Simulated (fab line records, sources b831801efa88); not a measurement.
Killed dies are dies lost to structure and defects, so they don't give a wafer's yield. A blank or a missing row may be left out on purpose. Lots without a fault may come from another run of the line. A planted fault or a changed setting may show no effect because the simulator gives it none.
fab line records | flow sky130
record lots=12 wafers=36 last_day=50
route steps=708 shown VT_ADJUST_NCORE@128 VT_ADJUST_PCH@152 SONOS_TUNNEL@161
lots that met no fault: from a run of the same line without faults
start_h: hours from the record's first day to the start of the lot's first wafer shown | wait_h: hours since the lot's step before | " the same as in the row above | L1.1+2: a row that stands for several wafers | - no value, or no start given | * or withheld: withheld | < > ~ a bound
route shown NAME@n: a module of which the file shows steps, and the number in the route of the first | usual: mean/standard deviation of fault-free wafers | same: alike in all rows | chamber/n: place in a boat | sites: the reading at each site | _std_site: their standard deviation | _edge_site: outer sites' mean less inner sites' | radius_mm: how far each site lies from the wafer's centre | mask NAME#n: copy n | behind: the tool/chamber that last shaped the wafer | hold: why the lot was held/for how many hours/how that ended | device: the transistor (n, p or np) that didn't switch | end of line: the same wafers' tests at the end of the route | a step without rows: its recipe alone | killed: dies lost to structure and defects at the first sort, not the wafer's yield | map: a wafer's dies, x killed, . not, _ none there
set.NAME: the setting as run; set.NAME@STEP: as run at that earlier step | model.NAME: the simulator's own value behind a step, which no gauge read
steps of the route over a sample of lots; a table a step, a row a wafer
services: from which hour (start_h, from the record's first day; less than 0 if before it) a tool's chamber was out of use, for how many hours, and why
## steps
# step SKY_VT_ADJUST_NCORE_IMPLANT_09
# recipe species=B energy_kev=10 dose_cm2=2.4e+12 tilt_deg=withheld
# usual dose_ions_cm2=2.4002e+12/2.6e+09 faraday_current_uA=13.51/0.29
# columns lot.wafer tool chamber start_h wait_h dose_ions_cm2 faraday_current_uA
L471.3 implanter-02 0 189.39 0.1 2.4034e+12 13.81
L471.4 " 0 " " 2.4007e+12 13.28
L471.5 " 0 " " 2.3961e+12 12.93
L472.2 implanter-01 0 216.22 0.0 2.4024e+12 13.83
L472.5 " 0 " " 2.4004e+12 13.60
L472.6 " 0 " " 2.3998e+12 14.07
L473.1 implanter-02 0 217.10 0.0 2.3981e+12 13.31
L473.3 " 0 " " 2.4056e+12 13.39
L473.5 " 0 " " 2.3973e+12 13.27
L474.3 implanter-03 0 233.55 0.1 2.4029e+12 13.19
L474.4 " 0 " " 2.4014e+12 13.29
L474.6 " 0 " " 2.4022e+12 13.55
L477.1 implanter-02 0 237.79 0.0 2.3997e+12 13.45
L477.4 " 0 " " 2.3981e+12 13.33
L477.6 " 0 " " 2.4008e+12 14.03
L482.2 implanter-01 0 269.71 0.0 2.0725e+12 11.28
L482.3 " 0 " " 2.0718e+12 11.88
L482.6 " 0 " " 2.0736e+12 11.30
L483.1 implanter-01 0 278.59 0.0 2.0765e+12 11.51
L483.5 " 0 " " 2.077e+12 11.97
L483.6 " 0 " " 2.0798e+12 11.77
L486.4 implanter-01 0 291.88 0.1 2.0727e+12 11.66
L486.5 " 0 " " 2.0735e+12 11.82
L486.6 " 0 " " 2.0722e+12 11.28
L488.3 implanter-03 0 328.30 0.1 2.3993e+12 13.36
L488.4 " 0 " " 2.3987e+12 13.09
L488.6 " 0 " " 2.4002e+12 13.65
L490.1 implanter-03 0 338.42 0.0 2.401e+12 13.69
L490.4 " 0 " " 2.4007e+12 13.39
L490.6 " 0 " " 2.4024e+12 13.29
L492.3 implanter-02 0 340.20 0.1 2.4005e+12 13.63
L492.4 " 0 " " 2.4007e+12 13.55
L492.5 " 0 " " 2.4053e+12 13.37
L493.2 implanter-01 0 350.51 0.0 2.3992e+12 13.66
L493.3 " 0 " " 2.4049e+12 13.68
L493.5 " 0 " " 2.4036e+12 13.39
# step SKY_VT_ADJUST_NCORE_TW_MEAS_11
# usual VT_ADJUST_NCORE_TW=221.6/0.98
# columns lot.wafer tool chamber start_h wait_h VT_ADJUST_NCORE_TW
L471.3 film_metro-01 - 189.61 0.1 219.6
L471.4 " - " " 221.6
L471.5 " - " " 220.3
L472.2 film_metro-01 - 216.46 0.1 221.4
L472.5 " - " " 221.4
L472.6 " - " " 222.7
L473.1 film_metro-01 - 217.35 0.1 220.6
L473.3 " - " " 219.8
L473.5 " - " " 221.3
L474.3 film_metro-04 - 233.77 0.1 222.3
L474.4 " - " " 223.7
L474.6 " - " " 223.4
L477.1 film_metro-01 - 238.04 0.1 220.9
L477.4 " - " " 221.1
L477.6 " - " " 221.8
L482.2 film_metro-03 - 269.95 0.1 213.9
L482.3 " - " " 214.0
L482.6 " - " " 214.2
L483.1 film_metro-01 - 278.84 0.1 211.9
L483.5 " - " " 213.3
L483.6 " - " " 212.9
L486.4 film_metro-03 - 292.08 0.1 212.6
L486.5 " - " " 212.5
L486.6 " - " " 211.9
L488.3 film_metro-01 - 328.52 0.1 223.5
L488.4 " - " " 221.9
L488.6 " - " " 222.8
L490.1 film_metro-03 - 338.67 0.1 223.0
L490.4 " - " " 222.2
L490.6 " - " " 221.3
L492.3 film_metro-04 - 340.42 0.1 220.6
L492.4 " - " " 221.2
L492.5 " - " " 221.6
L493.2 film_metro-01 - 350.74 0.1 222.1
L493.3 " - " " 221.8
L493.5 " - " " 220.8
# step SKY_VT_ADJUST_PCH_STRIP_09
# recipe chemistry=O2/N2 power_w=1400 pressure_mtorr=1500 platen_temp_c=withheld o2_flow_sccm=3000 n2_flow_sccm=300 overash_fraction=0.5
# usual drypump_motor_current_A=5.9/0.39 oes_product_au=0.722/0.0045 strip_time_to_endpoint_s=36.97/0.11
# same overash_fraction=0.5
# columns lot.wafer tool chamber start_h wait_h drypump_motor_current_A oes_product_au rf_hours_counter_h strip_time_to_endpoint_s
L471.3 plasma_asher-03 1 233.62 0.1 5.8 0.730 - 36.89
L471.4 " 0 " " 6.2 0.723 - 36.92
L471.5 " 0 " " 6.2 0.723 - 36.88
L472.2 plasma_asher-03 1 261.88 0.1 5.8 0.719 46 36.86
L472.5 " 0 " " 6.2 0.715 - 37.00
L472.6 " 1 " " 5.8 0.719 - 36.94
L473.1 plasma_asher-03 0 263.97 0.1 6.2 0.716 46 36.77
L473.3 " 0 " " 6.2 0.720 - 36.80
L473.5 " 1 " " 5.8 0.724 - 36.84
L474.3 plasma_asher-03 0 282.36 0.1 6.2 0.723 - 36.83
L474.4 " 1 " " 5.8 0.721 - 36.88
L474.6 " 0 " " 6.2 0.730 - 36.86
L477.1 plasma_asher-04 1 286.58 0.1 4.8 0.717 17 36.85
L477.4 " 0 " " 6.4 0.723 - 36.92
L477.6 " 0 " " 6.3 0.719 - 36.79
L482.2 plasma_asher-01 1 320.72 0.1 5.9 0.728 61 37.07
L482.3 " 0 " " 5.6 0.724 - 37.15
L482.6 " 1 " " 5.9 0.722 - 37.06
L483.1 plasma_asher-03 1 330.43 0.1 5.8 0.720 52 36.86
L483.5 " 0 " " 6.2 0.725 - 36.95
L483.6 " 1 " " 5.8 0.726 - 36.96
L486.4 plasma_asher-03 1 344.87 0.1 5.8 0.721 - 36.93
L486.5 " 0 " " 6.2 0.727 - 36.94
L486.6 " 1 " " 5.8 0.727 - 36.90
L488.3 plasma_asher-01 1 382.56 0.1 5.9 0.723 - 37.19
L488.4 " 0 " " 5.6 0.723 - 37.12
L488.6 " 1 " " 5.9 0.727 - 37.15
L490.1 plasma_asher-03 1 391.72 0.1 5.8 0.715 58 36.93
L490.4 " 1 " " 5.8 0.729 - 37.00
L490.6 " 1 " " 5.8 0.718 - 37.02
L492.3 plasma_asher-01 1 393.70 0.1 5.8 0.720 - 36.81
L492.4 " 0 " " 5.6 0.713 - 36.87
L492.5 " 1 " " 5.8 0.713 - 36.86
L493.2 plasma_asher-03 0 405.73 0.1 6.2 0.723 59 36.93
L493.3 " 0 " " 6.2 0.721 - 36.98
L493.5 " 1 " " 5.8 0.722 - 36.92
# step SKY_VT_ADJUST_PCH_TW_MEAS_10
# usual VT_ADJUST_PCH_TW=143.9/0.91
# columns lot.wafer tool chamber start_h wait_h VT_ADJUST_PCH_TW
L471.3 film_metro-01 - 233.70 0.1 143.3
L471.4 " - " " 144.5
L471.5 " - " " 144.0
L472.2 film_metro-03 - 261.99 0.1 144.6
L472.5 " - " " 142.6
L472.6 " - " " 143.4
L473.1 film_metro-01 - 264.07 0.1 143.8
L473.3 " - " " 144.7
L473.5 " - " " 144.2
L474.3 film_metro-01 - 282.45 0.1 144.7
L474.4 " - " " 144.9
L474.6 " - " " 144.8
L477.1 film_metro-01 - 286.68 0.1 144.2
L477.4 " - " " 143.8
L477.6 " - " " 144.1
L482.2 film_metro-03 - 320.83 0.1 144.4
L482.3 " - " " 144.6
L482.6 " - " " 144.5
L483.1 film_metro-02 - 330.53 0.1 143.1
L483.5 " - " " 142.9
L483.6 " - " " 143.1
L486.4 film_metro-01 - 344.96 0.1 145.2
L486.5 " - " " 144.6
L486.6 " - " " 145.6
L488.3 film_metro-03 - 382.65 0.1 144.8
L488.4 " - " " 144.9
L488.6 " - " " 144.7
L490.1 film_metro-02 - 391.82 0.1 142.2
L490.4 " - " " 142.5
L490.6 " - " " 142.0
L492.3 film_metro-02 - 393.79 0.1 143.2
L492.4 " - " " 142.2
L492.5 " - " " 142.9
L493.2 film_metro-01 - 405.84 0.1 143.1
L493.3 " - " " 143.8
L493.5 " - " " 143.7
# step SKY_SONOS_TUNNEL_CD_MEAS_07
# recipe target_cd_nm=410
# usual cd_nm=409.6/2.3
# columns lot.wafer tool chamber start_h wait_h cd_nm
L471.3 cd_sem-01 - 257.06 0.1 407.3
L471.4 " - " " 409.0
L471.5 " - " " 406.9
L472.2 cd_sem-02 - 286.30 0.1 413.6
L472.5 " - " " 416.1
L472.6 " - " " 415.1
L473.1 cd_sem-02 - 288.53 0.1 409.5
L473.3 " - " " 410.5
L473.5 " - " " 411.4
L474.3 cd_sem-02 - 307.82 0.1 407.9
L474.4 " - " " 405.6
L474.6 " - " " 408.7
L477.1 cd_sem-01 - 312.08 0.1 410.5
L477.4 " - " " 411.3
L477.6 " - " " 411.9
L482.2 cd_sem-01 - 348.00 0.1 406.5
L482.3 " - " " 405.5
L482.6 " - " " 405.9
L483.1 cd_sem-01 - 357.43 0.1 410.2
L483.5 " - " " 409.4
L483.6 " - " " 409.4
L486.4 cd_sem-01 - 372.37 0.4 410.8
L486.5 " - " " 408.2
L486.6 " - " " 410.6
L488.3 cd_sem-02 - 410.62 0.1 408.8
L488.4 " - " " 407.8
L488.6 " - " " 407.8
L490.1 cd_sem-02 - 421.63 0.1 411.0
L490.4 " - " " 410.8
L490.6 " - " " 409.7
L492.3 cd_sem-01 - 423.52 0.1 408.6
L492.4 " - " " 407.5
L492.5 " - " " 407.7
L493.2 cd_sem-02 - 435.61 0.1 409.8
L493.3 " - " " 409.7
L493.5 " - " " 408.3
## services
# columns tool chamber start_h hours kind
implanter-01 - 173.02 1.5 repair
plasma_asher-01 - 202.18 2.8 pm
plasma_asher-01 - 234.53 14.6 pm
implanter-02 - 286.68 3.6 pm
plasma_asher-03 - 290.01 0.7 repair
implanter-02 - 346.03 2.7 repair
plasma_asher-04 - 361.69 1.4 repair
implanter-01 - 382.42 3.6 pm
## key
first_sign step=SKY_VT_ADJUST_NCORE_IMPLANT_09 reading=dose_ions_cm2 direction=down sigmas=99+ usual=* struck=*
effect step=SKY_VT_ADJUST_NCORE_IMPLANT_09 reading=faraday_current_uA direction=down sigmas=6.6 usual=13.51 struck=11.61
effect step=SKY_VT_ADJUST_NCORE_TW_MEAS_11 reading=VT_ADJUST_NCORE_TW direction=down sigmas=8.8 usual=221.6 struck=213.0
met_at SKY_VT_ADJUST_NCORE_IMPLANT_09
struck_lots L482,L483,L486
tester_left_out L482,L483,L486
not_acting_at SKY_VT_ADJUST_PCH_STRIP_09,SKY_VT_ADJUST_PCH_TW_MEAS_10,SKY_SONOS_TUNNEL_CD_MEAS_07
onset_between 216.22 269.71
fault kind=process_parameter_drift tool=implanter-01 chamber=- onset_h=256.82 steps=SKY_VT_ADJUST_NCORE_IMPLANT_09 channel=dose_cm2 offset=* shape=step end_h=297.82 acts_in=* stated=*
# tester_left_out: of these lots the tester's yield and bins aren't shown, on N5 and GAA mostly nor the transistor test; their killed dies are dies lost to structure and defects alone, not to doping, threshold or leakage, so they don't give the yield
